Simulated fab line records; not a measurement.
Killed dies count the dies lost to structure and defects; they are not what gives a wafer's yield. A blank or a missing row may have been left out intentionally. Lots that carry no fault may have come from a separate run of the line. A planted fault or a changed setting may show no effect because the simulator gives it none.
Chamber matching    flow sky130    SKY_VIA2_ETCH_15 on rie diel-01 has 4 sister chambers
The step etches SiO2 in C4F8/O2/Ar, stops on TiN, target depth 546 nm, time 84 s. 20 wafers are shown with their chamber, then 10 later ones without.

== WAFERS PAIRED WITH THEIR CHAMBERS ==
wafer   chamber  oes product au (a.u.)  chamber pressure mTorr (mTorr)
L074.1  3        0.943                  39.95
L074.2  1        0.946                  39.99
L074.6  1        0.936                  39.93
L075.2  3        0.942                  40.00
L075.4  1        0.943                  39.98
L075.5  1        0.936                  40.01
L076.1  0        0.942                  40.04
L076.5  3        0.941                  39.97
L076.6  2        0.942                  39.98
L077.2  1        0.934                  40.00
L077.5  2        0.938                  39.94
L077.6  3        0.943                  39.98
L081.1  2        0.937                  40.00
L081.2  0        0.939                  39.99
L081.6  3        0.939                  40.01
L082.2  1        0.939                  39.96
L082.4  1        0.938                  40.02
L082.6  2        0.938                  39.97
L083.2  2        0.935                  39.98
L083.4  0        0.939                  39.99

SIGNATURES, as means of the wafers listed above
reading                 chamber 0  chamber 1  chamber 2  chamber 3  scatter within a chamber
oes product au          0.94000    0.93886    0.93800    0.94160    0.00308
chamber pressure mTorr  40.0067    39.9843    39.9740    39.9820    0.027
Rule: a wafer lies at a distance from a chamber equal to the root of the sum of squares, over the readings, of (its reading less the chamber's mean, divided by the reading's scatter). If the next closest chamber is less than 2 further off than the closest, the wafer can't be placed; otherwise it belongs to the closest. The scatter: the root of (the sum of the squares of (reading less its chamber's mean) over the shown wafers, divided by (wafers less chambers)).

== WAFERS WITHOUT THEIR CHAMBER ==
wafer   oes product au (a.u.)  chamber pressure mTorr (mTorr)
L083.6  0.946                  39.98
L091.2  0.935                  39.99
L091.3  0.937                  39.99
L091.4  0.942                  39.99
L092.1  0.937                  40.00
L092.3  0.943                  40.03
L092.4  0.933                  40.05
L096.4  0.944                  40.04
L096.5  0.936                  40.03
L096.6  0.942                  40.01

== CHAMBER TAKEN BY EACH ==
wafer   from the rows above                in truth
L083.6  can't be placed: 3 or 0 or 1 or 2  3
L091.2  can't be placed: 2 or 1 or 0 or 3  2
L091.3  can't be placed: 1 or 2 or 0 or 3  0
L091.4  can't be placed: 3 or 0 or 1 or 2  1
L092.1  can't be placed: 1 or 0 or 2 or 3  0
L092.3  can't be placed: 0 or 3 or 1 or 2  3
L092.4  can't be placed: 0 or 1 or 2 or 3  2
L096.4  can't be placed: 0 or 3 or 1 or 2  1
L096.5  can't be placed: 0 or 1 or 2 or 3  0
L096.6  can't be placed: 0 or 3 or 1 or 2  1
Correctly placed: 0 of 10. Unplaceable from these rows: 10, with the true chamber sitting among the candidates in 10. Wrongly placed: 0.
